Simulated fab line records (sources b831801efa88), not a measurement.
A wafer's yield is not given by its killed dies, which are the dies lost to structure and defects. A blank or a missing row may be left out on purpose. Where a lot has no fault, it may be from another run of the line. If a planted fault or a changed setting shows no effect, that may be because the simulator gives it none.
fab line records ; flow sky130
[record] lots = 9; wafers = 27; lastDay = 50
route steps=708 shown METAL4@630 VIA4@642 METAL5@663
lots that met no fault: taken from a fault-free run of the same line
startH: start of the lot's first displayed wafer, in hours after the record's first day ; waitH: hours elapsed since this lot's preceding step ; " repeats the value in the row above ; L1.1+2: several wafers, shown together as one row ; - either no value or no given start ; * or withheld: withheld ; < > ~ a bound
route shown NAME@n: NAME is a module with steps in the file, n the number in the route of the first one ; usual: mean and standard deviation over wafers with no fault ; same: alike in all rows ; chamber/n: place in a boat ; sites: per-site readings ; _std_site: their standard deviation ; _edge_site: mean of outer sites minus mean of inner sites ; radiusMm: how far each site lies from the wafer's centre ; mask NAME#n: copy n ; behind: the tool/chamber that last shaped the wafer ; hold: the reason the lot was held/the length of the hold in hours/how it ended ; device: the n, p or np transistor that did not switch ; end of line: tests of these same wafers at the route's end ; a step with no rows: only its recipe ; killed: dies that structure and defects cost at the first sort, which is not the same as the wafer's yield ; map: shows each die of a wafer: x if killed, . if not, _ if none is there
set.NAME: the setting as run; set.NAME@STEP: as run at that earlier step ; model.NAME: the simulator's own value behind a step, which no gauge read
a sample of lots followed through the steps of the route, with each step as a table and each wafer as a row
services: the hour from which a tool's chamber was out of use, counted from the record's first day as startH (under 0 if before that day), plus the number of hours and why
[[steps]]
[step SKY_METAL4_OVL_MEAS_14]
[usual] METAL4_OVL = 1/4.9
lot.wafer;tool;chamber;startH;waitH;METAL4_OVL[nm]
L120.2;overlay-01;-;987.94;0.1;0
L120.3;overlay-01;-;987.94;0.1;-3
L120.5;overlay-01;-;987.94;0.1;3
L121.3;overlay-02;-;990.45;0.1;5
L121.5;overlay-02;-;990.45;0.1;8
L121.6;overlay-02;-;990.45;0.1;4
L123.1;overlay-02;-;1012.48;0.1;-8
L123.2;overlay-02;-;1012.48;0.1;-7
L123.5;overlay-02;-;1012.48;0.1;-8
L128.1;overlay-01;-;1039.08;0.1;1
L128.4;overlay-01;-;1039.08;0.1;-3
L128.6;overlay-01;-;1039.08;0.1;-1
L135.1;overlay-01;-;1091.14;0.1;9
L135.3;overlay-01;-;1091.14;0.1;0
L135.4;overlay-01;-;1091.14;0.1;8
L138.1;overlay-01;-;1103.43;0.1;4
L138.3;overlay-01;-;1103.43;0.1;4
L138.6;overlay-01;-;1103.43;0.1;5
L139.2;overlay-01;-;1109.65;0.1;4
L139.4;overlay-01;-;1109.65;0.1;1
L139.6;overlay-01;-;1109.65;0.1;-1
L142.1;overlay-01;-;1125.73;0.1;0
L142.4;overlay-01;-;1125.73;0.1;3
L142.5;overlay-01;-;1125.73;0.1;5
L140.1;overlay-02;-;1127.59;0.1;-6
L140.3;overlay-02;-;1127.59;0.1;-5
L140.6;overlay-02;-;1127.59;0.1;0
[step SKY_VIA4_BOW_MEAS_03]
[recipe] mode = bow
[usual] VIA4_BOW = 79/8.4
lot.wafer;tool;chamber;startH;waitH;VIA4_BOW[um]
L120.2;filmMetro-01;-;989.44;0.3;83
L120.3;filmMetro-01;-;989.44;0.3;74
L120.5;filmMetro-01;-;989.44;0.3;86
L121.3;filmMetro-03;-;992.30;0.1;75
L121.5;filmMetro-03;-;992.30;0.1;84
L121.6;filmMetro-03;-;992.30;0.1;68
L123.1;filmMetro-04;-;1014.26;0.1;94
L123.2;filmMetro-04;-;1014.26;0.1;92
L123.5;filmMetro-04;-;1014.26;0.1;74
L128.1;filmMetro-03;-;1040.57;0.1;81
L128.4;filmMetro-03;-;1040.57;0.1;63
L128.6;filmMetro-03;-;1040.57;0.1;87
L135.1;filmMetro-01;-;1092.69;0.1;82
L135.3;filmMetro-01;-;1092.69;0.1;79
L135.4;filmMetro-01;-;1092.69;0.1;80
L138.1;filmMetro-03;-;1105.20;0.2;86
L138.3;filmMetro-03;-;1105.20;0.2;70
L138.6;filmMetro-03;-;1105.20;0.2;75
L139.2;filmMetro-03;-;1111.15;0.3;83
L139.4;filmMetro-03;-;1111.15;0.3;86
L139.6;filmMetro-03;-;1111.15;0.3;74
L142.1;filmMetro-04;-;1127.63;0.1;72
L142.4;filmMetro-04;-;1127.63;0.1;73
L142.5;filmMetro-04;-;1127.63;0.1;93
L140.1;filmMetro-03;-;1129.12;0.1;92
L140.3;filmMetro-03;-;1129.12;0.1;68
L140.6;filmMetro-03;-;1129.12;0.1;80
[step SKY_METAL5_SPUTTER_02]
[recipe] material = AlCu; targetThkNm = 1150; powerW = 10600; timeS = 61.2; chamberPressurePa = 0.4
[usual] chamberPressurePa = 0.4000/0.00081; throttleValvePct = 29.3/0.86
lot.wafer;tool;chamber;startH;waitH;chamberPressurePa;throttleValvePct
L120.2;pvdSputter-01;-;1014.06;0.0;0.4007;29.4
L120.3;pvdSputter-01;-;1014.06;0.0;0.3983;29.7
L120.5;pvdSputter-01;-;1014.06;0.0;0.3996;29.5
L121.3;pvdSputter-04;-;1016.79;0.0;0.3996;29.2
L121.5;pvdSputter-04;-;1016.79;0.0;0.4013;29.1
L121.6;pvdSputter-04;-;1016.79;0.0;0.4014;27.6
L123.1;pvdSputter-01;-;1037.46;0.0;0.4009;28.9
L123.2;pvdSputter-01;-;1037.46;0.0;0.4010;29.4
L123.5;pvdSputter-01;-;1037.46;0.0;0.4001;28.4
L128.1;pvdSputter-01;-;1063.53;0.0;0.3983;29.4
L128.4;pvdSputter-01;-;1063.53;0.0;0.3991;28.5
L128.6;pvdSputter-01;-;1063.53;0.0;0.3994;29.4
L135.1;pvdSputter-01;-;1114.57;0.0;0.4004;29.2
L135.3;pvdSputter-01;-;1114.57;0.0;0.3998;29.0
L135.4;pvdSputter-01;-;1114.57;0.0;0.3991;28.5
L138.1;pvdSputter-01;-;1126.15;0.0;0.3995;28.4
L138.3;pvdSputter-01;-;1126.15;0.0;0.3996;29.6
L138.6;pvdSputter-01;-;1126.15;0.0;0.4003;29.5
L139.2;pvdSputter-02;-;1133.12;0.0;0.4003;27.8
L139.4;pvdSputter-02;-;1133.12;0.0;0.3989;30.1
L139.6;pvdSputter-02;-;1133.12;0.0;0.4001;27.9
L142.1;pvdSputter-02;-;1147.34;0.0;0.3998;29.9
L142.4;pvdSputter-02;-;1147.34;0.0;0.4002;28.0
L142.5;pvdSputter-02;-;1147.34;0.0;0.4002;30.0
L140.1;pvdSputter-02;-;1148.88;0.0;0.3998;31.2
L140.3;pvdSputter-02;-;1148.88;0.0;0.4010;27.9
L140.6;pvdSputter-02;-;1148.88;0.0;0.4013;31.2
[step SKY_METAL5_RS_MEAS_05]
[recipe] thkMeasGauge = four-point-probe; reads = TiN_of_METAL5_SPUTTER_04+Ti_of_METAL5_SPUTTER_03+AlCu_of_METAL5_SPUTTER_02+TiN_of_METAL5_SPUTTER_01+Ti_of_METAL5_SPUTTER_00
[usual] METAL5_ALCU_RS = 0.02707/0.00028
lot.wafer;tool;chamber;startH;waitH;METAL5_ALCU_RS[ohm/sq]
L120.2;filmMetro-03;-;1014.20;0.0;0.02699
L120.3;filmMetro-03;-;1014.20;0.0;0.02706
L120.5;filmMetro-03;-;1014.20;0.0;0.02704
L121.3;filmMetro-02;-;1016.95;0.1;0.02725
L121.5;filmMetro-02;-;1016.95;0.1;0.02711
L121.6;filmMetro-02;-;1016.95;0.1;0.02673
L123.1;filmMetro-03;-;1037.58;0.0;0.02671
L123.2;filmMetro-03;-;1037.58;0.0;0.02717
L123.5;filmMetro-03;-;1037.58;0.0;0.02676
L128.1;filmMetro-02;-;1063.64;0.0;0.02747
L128.4;filmMetro-02;-;1063.64;0.0;0.02724
L128.6;filmMetro-02;-;1063.64;0.0;0.02731
L135.1;filmMetro-01;-;1114.69;0.0;0.02651
L135.3;filmMetro-01;-;1114.69;0.0;0.0243
L135.4;filmMetro-01;-;1114.69;0.0;0.024
L138.1;filmMetro-03;-;1126.27;0.0;0.02666
L138.3;filmMetro-03;-;1126.27;0.0;0.02417
L138.6;filmMetro-03;-;1126.27;0.0;0.02706
L139.2;filmMetro-01;-;1133.26;0.0;0.0269
L139.4;filmMetro-01;-;1133.26;0.0;0.02672
L139.6;filmMetro-01;-;1133.26;0.0;0.0272
L142.1;filmMetro-03;-;1147.46;0.0;0.02701
L142.4;filmMetro-03;-;1147.46;0.0;0.02706
L142.5;filmMetro-03;-;1147.46;0.0;0.02699
L140.1;filmMetro-02;-;1149.00;0.0;0.02729
L140.3;filmMetro-02;-;1149.00;0.0;0.02752
L140.6;filmMetro-02;-;1149.00;0.0;0.02744
[step SKY_METAL5_THK_MEAS_06]
[recipe] thkMeasGauge = xrf; reads = AlCu_of_METAL5_SPUTTER_02
[usual] METAL5_ALCU_THK = 1128/13
lot.wafer;tool;chamber;startH;waitH;METAL5_ALCU_THK[nm]
L120.2;filmMetro-03;-;1014.31;0.1;1131
L120.3;filmMetro-03;-;1014.31;0.1;1123
L120.5;filmMetro-03;-;1014.31;0.1;1130
L121.3;filmMetro-02;-;1017.05;0.1;1128
L121.5;filmMetro-02;-;1017.05;0.1;1134
L121.6;filmMetro-02;-;1017.05;0.1;1146
L123.1;filmMetro-03;-;1037.70;0.1;1137
L123.2;filmMetro-03;-;1037.70;0.1;1118
L123.5;filmMetro-03;-;1037.70;0.1;1143
L128.1;filmMetro-02;-;1063.76;0.1;1123
L128.4;filmMetro-02;-;1063.76;0.1;1130
L128.6;filmMetro-02;-;1063.76;0.1;1118
L135.1;filmMetro-01;-;1114.81;0.1;1150
L135.3;filmMetro-01;-;1114.81;0.1;1248
L135.4;filmMetro-01;-;1114.81;0.1;1273
L138.1;filmMetro-03;-;1126.39;0.1;1144
L138.3;filmMetro-03;-;1126.39;0.1;1264
L138.6;filmMetro-03;-;1126.39;0.1;1133
L139.2;filmMetro-01;-;1133.37;0.1;1128
L139.4;filmMetro-01;-;1133.37;0.1;1130
L139.6;filmMetro-01;-;1133.37;0.1;1119
L142.1;filmMetro-03;-;1147.58;0.1;1127
L142.4;filmMetro-03;-;1147.58;0.1;1128
L142.5;filmMetro-03;-;1147.58;0.1;1129
L140.1;filmMetro-02;-;1149.12;0.1;1118
L140.3;filmMetro-02;-;1149.12;0.1;1113
L140.6;filmMetro-02;-;1149.12;0.1;1112
[step SKY_METAL5_METAL_ETCH_15]
[recipe] targetDepthA = 12600; stopOn = SiO2; overEtchFrac = 0.2; timeS = 252; chemistry = Cl2/BCl3; resistSidewallDeg = 86; pressureMtorr = 10; icpW = 900; biasW = 48.5; Cl2_flow_sccm = 60; bcl3FlowSccm = 30
[usual] chamberPressureMTorr = 9.999/0.01; drypumpMotorCurrentA = 5.58/0.22; oesProductAu = 0.894/0.0049; throttleValvePct = 22.264/0.0086
lot.wafer;tool;chamber;startH;waitH;chamberPressureMTorr;drypumpMotorCurrentA;oesProductAu;rfHoursCounterH;throttleValvePct
L120.2;rieMetal-03;1;1036.27;0.0;10.002;5.59;0.900;8;22.270
L120.3;rieMetal-03;1;1036.27;0.0;10.000;5.62;0.892;-;22.267
L120.5;rieMetal-03;0;1036.27;0.0;9.989;5.61;0.890;-;22.256
L121.3;rieMetal-04;1;1039.38;0.1;9.988;5.27;0.898;-;22.263
L121.5;rieMetal-04;1;1039.38;0.1;9.999;5.27;0.899;-;22.260
L121.6;rieMetal-04;0;1039.38;0.1;10.012;5.88;0.887;-;22.268
L123.1;rieMetal-03;0;1059.50;0.0;9.981;5.62;0.903;8;22.264
L123.2;rieMetal-03;1;1059.50;0.0;9.987;5.60;0.886;9;22.258
L123.5;rieMetal-03;1;1059.50;0.0;10.010;5.62;0.896;-;22.253
L128.1;rieMetal-04;0;1084.95;0.0;10.002;5.88;0.893;19;22.271
L128.4;rieMetal-04;0;1084.95;0.0;10.007;5.88;0.890;-;22.274
L128.6;rieMetal-04;1;1084.95;0.0;9.989;5.19;0.894;-;22.260
L135.1;rieMetal-02;0;1134.22;0.0;9.988;5.28;0.896;28;22.257
L135.3;rieMetal-02;0;1134.22;0.0;10.003;5.29;0.937;-;22.259
L135.4;rieMetal-02;1;1134.22;0.0;10.001;5.78;0.940;-;22.279
L138.1;rieMetal-03;0;1144.80;0.0;9.996;5.62;0.895;16;22.265
L138.3;rieMetal-03;1;1144.80;0.0;9.989;5.61;0.940;-;22.253
L138.6;rieMetal-03;0;1144.80;0.0;10.004;5.63;0.897;-;22.268
L139.2;rieMetal-04;0;1151.40;0.0;9.999;5.84;0.896;25;22.263
L139.4;rieMetal-04;1;1151.40;0.0;9.996;5.24;0.895;-;22.254
L139.6;rieMetal-04;1;1151.40;0.0;10.004;5.22;0.889;-;22.261
L142.1;rieMetal-04;1;1164.55;0.0;9.994;5.22;0.898;25;22.258
L142.4;rieMetal-04;1;1164.55;0.0;9.986;5.23;0.896;-;22.264
L142.5;rieMetal-04;1;1164.55;0.0;9.996;5.24;0.897;-;22.272
L140.1;rieMetal-02;1;1166.42;0.0;9.999;5.80;0.884;22;22.266
L140.3;rieMetal-02;1;1166.42;0.0;10.016;5.81;0.892;-;22.267
L140.6;rieMetal-02;0;1166.42;0.0;9.992;5.28;0.887;-;22.249
[step SKY_METAL5_STRIP_16]
[recipe] chemistry = O2/N2; powerW = 1400; pressureMtorr = 1500; platenTempC = withheld; o2FlowSccm = 3000; n2FlowSccm = 300; overashFraction = 0.5
[usual] chamberPressureMTorr = 1499.8/1.4; drypumpMotorCurrentA = 5.7/0.37; n2FlowSccm = 300.0/0.91; oesProductAu = 0.710/0.0044; stripTimeToEndpointS = 13.02/0.11
lot.wafer;tool;chamber;startH;waitH;chamberPressureMTorr;drypumpMotorCurrentA;n2FlowSccm;oesProductAu;rfHoursCounterH;stripTimeToEndpointS
L120.2;plasmaAsher-01;1;1036.51;0.2;1500.5;5.5;300.9;0.712;29;13.23
L120.3;plasmaAsher-01;0;1036.51;0.2;1501.0;5.1;298.4;0.711;-;13.13
L120.5;plasmaAsher-01;1;1036.51;0.2;1500.5;5.4;300.3;0.712;-;13.22
L121.3;plasmaAsher-02;1;1039.57;0.1;1498.5;5.8;297.7;0.711;-;13.15
L121.5;plasmaAsher-02;1;1039.57;0.1;1500.9;5.8;297.7;0.705;-;13.09
L121.6;plasmaAsher-02;0;1039.57;0.1;1498.5;5.7;298.7;0.707;-;12.95
L123.1;plasmaAsher-04;0;1059.73;0.2;1500.2;5.8;299.9;0.707;64;12.92
L123.2;plasmaAsher-04;1;1059.73;0.2;1500.7;6.2;301.1;0.704;64;12.99
L123.5;plasmaAsher-04;0;1059.73;0.2;1499.1;5.8;301.5;0.706;-;12.99
L128.1;plasmaAsher-02;0;1085.18;0.2;1499.9;5.7;299.9;0.714;2;12.93
L128.4;plasmaAsher-02;1;1085.18;0.2;1499.8;5.8;301.2;0.712;-;12.88
L128.6;plasmaAsher-02;0;1085.18;0.2;1498.0;5.7;300.2;0.720;-;13.17
L135.1;plasmaAsher-04;1;1134.46;0.2;1502.1;6.2;299.4;0.709;70;12.93
L135.3;plasmaAsher-04;1;1134.46;0.2;1495.9;6.3;299.9;0.710;-;13.05
L135.4;plasmaAsher-04;0;1134.46;0.2;1498.5;5.8;300.3;0.715;-;12.97
L138.1;plasmaAsher-04;0;1145.03;0.2;1498.0;5.9;301.3;0.716;71;12.82
L138.3;plasmaAsher-04;1;1145.03;0.2;1499.7;6.3;299.6;0.710;-;13.01
L138.6;plasmaAsher-04;0;1145.03;0.2;1497.1;5.8;300.1;0.706;-;12.81
L139.2;plasmaAsher-02;0;1151.63;0.2;1498.4;5.7;301.9;0.707;8;12.86
L139.4;plasmaAsher-02;1;1151.63;0.2;1500.7;5.8;299.9;0.704;-;13.11
L139.6;plasmaAsher-02;1;1151.63;0.2;1500.2;5.8;301.1;0.715;-;13.09
L142.1;plasmaAsher-01;1;1164.78;0.2;1497.9;5.4;299.4;0.713;43;13.10
L142.4;plasmaAsher-01;0;1164.78;0.2;1498.4;5.1;300.8;0.711;-;13.19
L142.5;plasmaAsher-01;0;1164.78;0.2;1499.0;5.1;300.5;0.714;-;13.09
L140.1;plasmaAsher-04;0;1166.66;0.2;1498.4;5.8;302.0;0.711;73;12.92
L140.3;plasmaAsher-04;1;1166.66;0.2;1502.1;6.2;300.2;0.714;-;13.00
L140.6;plasmaAsher-04;1;1166.66;0.2;1501.0;6.2;300.3;0.713;-;13.01
[[services]]
tool;chamber;startH;hours;kind
pvdSputter-01;-;1042.28;5.3;repair
plasmaAsher-02;-;1055.25;9.0;pm
plasmaAsher-02;0;1055.25;9.0;ventCycle
plasmaAsher-02;1;1055.25;9.0;ventCycle
plasmaAsher-02;0;1064.25;-;clean
plasmaAsher-02;1;1064.25;-;clean
pvdSputter-02;-;1082.53;0.6;repair
plasmaAsher-04;-;1084.97;2.5;repair
plasmaAsher-04;-;1100.74;15.4;pm
plasmaAsher-02;-;1104.68;3.3;repair
plasmaAsher-02;-;1115.64;13.1;repair
pvdSputter-01;-;1116.51;0.7;repair
rieMetal-03;-;1122.72;2.8;pm
plasmaAsher-01;-;1126.64;1.4;repair
pvdSputter-01;-;1126.93;2.1;repair
pvdSputter-04;-;1126.96;3.9;repair
plasmaAsher-01;-;1134.99;2.8;pm
[[key]]
[firstSign] step = SKY_METAL5_RS_MEAS_05; reading = METAL5_ALCU_RS; direction = down; sigmas = 11; usual = 0.02707; struck = 0.02415
[effect] step = SKY_METAL5_THK_MEAS_06; reading = METAL5_ALCU_THK; direction = up; sigmas = 11; usual = 1128; struck = 1262
[effect] step = SKY_METAL5_METAL_ETCH_15; reading = oesProductAu; direction = up; sigmas = 9.2; usual = 0.894; struck = 0.939
metAt SKY_METAL5_SPUTTER_02
struckLots L135,L138
struckWafers L135.3,L135.4,L138.3
notActingAt SKY_METAL4_OVL_MEAS_14,SKY_VIA4_BOW_MEAS_03,SKY_METAL5_STRIP_16
onsetBetween 1063.53 1114.57
[fault] kind = processParameterDrift; tool = pvdSputter-01; chamber = -; onsetH = 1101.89; steps = SKY_METAL5_SPUTTER_02; channel = timeS; offset = *; shape = step; endH = 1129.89; scope = struckWafersOnly; actsIn = *; stated = *
